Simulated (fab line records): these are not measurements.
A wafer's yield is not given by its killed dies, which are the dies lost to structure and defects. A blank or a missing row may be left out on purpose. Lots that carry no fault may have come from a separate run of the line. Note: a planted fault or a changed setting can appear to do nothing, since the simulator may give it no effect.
Comparing a struck lot with a sound one / flow sfq line / 15 steps out of a route of 325
Sound: wafers L367.1, L367.2, L367.3. Struck: wafer L374.3 (left out: L374.1, L374.2 of the same lot, which were not struck); the cause appears at the end.
Per side, at each step with rows, come the tool, then ch with its chambers, and then its first start. Under that, the readings that differ: sound wafers / struck wafers / difference of the means / sigmas: that difference in standard deviations of wafers without a fault.
alike: same words and numbers on both sides, and readings whose means sit less than 2 such deviations apart. not compared: any withheld reading, any reading some wafer has no value for, any bound like >300 that may hide the same value, and any number with overlapping values for which the record gives no deviation.
The two part at a step that has a row with sigmas, a row that says differs or no value, or rows on one side only. Numbers that don't overlap but have no deviation are shown without sigmas and don't part them. A reading missing from all wafers of one side parts the sides only when that side holds two or more wafers.

first, 1 step without rows for these wafers: SFQ_TRILAYER_M4_STRIP_SOLV_CLEAN_098 (cleans in NMP, time 600 s).
SFQ_TRILAYER_I4_DEP_PECVD_099: deposits SiO2 from SiH4/N2O, time 111.11 s, target thk 500 nm.
  sound on pecvd-04 ch 0,1,2, day 42 22:32; struck on pecvd-03 ch 1, day 47 11:23
  alike: heater power w, showerhead vpp V, throttle valve pct
SFQ_TRILAYER_I4_CMP_CMP_100: polishes SiO2.
  sound on cmp-01 ch 0,2,3, day 44 22:20; struck on cmp-02 ch 1, day 48 07:51
reading=time to endpoint s (s); sound=210 204 211; struck=228; difference=+20; sigmas=+2
  alike: motor current A
SFQ_I4_BOW_MEAS_927:
  sound on film metro-04 at day 45 00:50; struck on film metro-02 at day 48 10:21
  alike: I4_BOW
SFQ_TRILAYER_I4_METRO_MEASURE_101:
  sound on film metro-04 at day 45 00:57; struck on film metro-02 at day 48 10:28
  alike: thk nm
then, 6 steps without rows for these wafers: SFQ_TRILAYER_I4_VIA_LITHO_COAT_108 (resist thk 62 nm); SFQ_TRILAYER_I4_VIA_LITHO_COAT_103 (resist thk 650 nm); SFQ_TRILAYER_I4_VIA_LITHO_SOFTBAKE_107; SFQ_TRILAYER_I4_VIA_LITHO_EXPOSE_104 (exposes mask I4, target cd 700 nm); SFQ_TRILAYER_I4_VIA_LITHO_PEB_106 (peb time 60 s); SFQ_TRILAYER_I4_VIA_LITHO_DEVELOP_105 (time 60 s).
-- the record jumps here: 5 days lie between the struck wafers' starts before and after --
SFQ_I4_OVL_MEAS_928:
  sound on overlay-02 at day 45 05:04; struck on overlay-02 at day 53 05:20
  alike: I4_OVL
SFQ_TRILAYER_I4_VIA_BARC_OPEN_VIA_ETCH_146: etches BARC in O2, target depth 125 nm, time 41.7 s.
  sound on rie diel-03 ch 1,2,3, day 45 05:05; struck on rie diel-03 ch 1, day 53 05:22
reading=rf hours counter h (h); sound=6 9 8; struck=11; difference=+3; sigmas=
reading=model.KrF_of_TRILAYER_I4_VIA_LITHO_COAT_103.thk nm (nm); sound=572.4 571.8 574.5; struck=584; difference=+11; sigmas=
  alike: drypump motor current A, oes product au
SFQ_TRILAYER_I4_VIA_ETCH_VIA_ETCH_106: etches SiO2 in CHF3, stops on Nb, target depth 260 nm.
  sound on rie diel-03 ch 1,2,3, day 45 05:08; struck on rie diel-03 ch 1, day 53 05:24
reading=model.KrF_of_TRILAYER_I4_VIA_LITHO_COAT_103.thk nm (nm); sound=528.4 526.4 530.7; struck=540.2; difference=+11.7; sigmas=
  alike: drypump motor current A, oes product au
SFQ_TRILAYER_I4_VIA_STRIP_STRIP_107: strips in O2.
  sound on rie metal-01 ch 0,1, day 45 05:15; struck on rie metal-04 ch 0, day 53 05:31
  alike: drypump motor current A, oes product au
  not compared: rf hours counter h

## WHERE THEY PART
At SFQ_TRILAYER_I4_CMP_CMP_100 and nowhere else, as far as this record goes. Later steps at which nothing parts them and some readings are alike: SFQ_I4_BOW_MEAS_927, SFQ_TRILAYER_I4_METRO_MEASURE_101, SFQ_I4_OVL_MEAS_928, SFQ_TRILAYER_I4_VIA_BARC_OPEN_VIA_ETCH_146, SFQ_TRILAYER_I4_VIA_ETCH_VIA_ETCH_106, SFQ_TRILAYER_I4_VIA_STRIP_STRIP_107.

WHY: the cause the simulator had injected
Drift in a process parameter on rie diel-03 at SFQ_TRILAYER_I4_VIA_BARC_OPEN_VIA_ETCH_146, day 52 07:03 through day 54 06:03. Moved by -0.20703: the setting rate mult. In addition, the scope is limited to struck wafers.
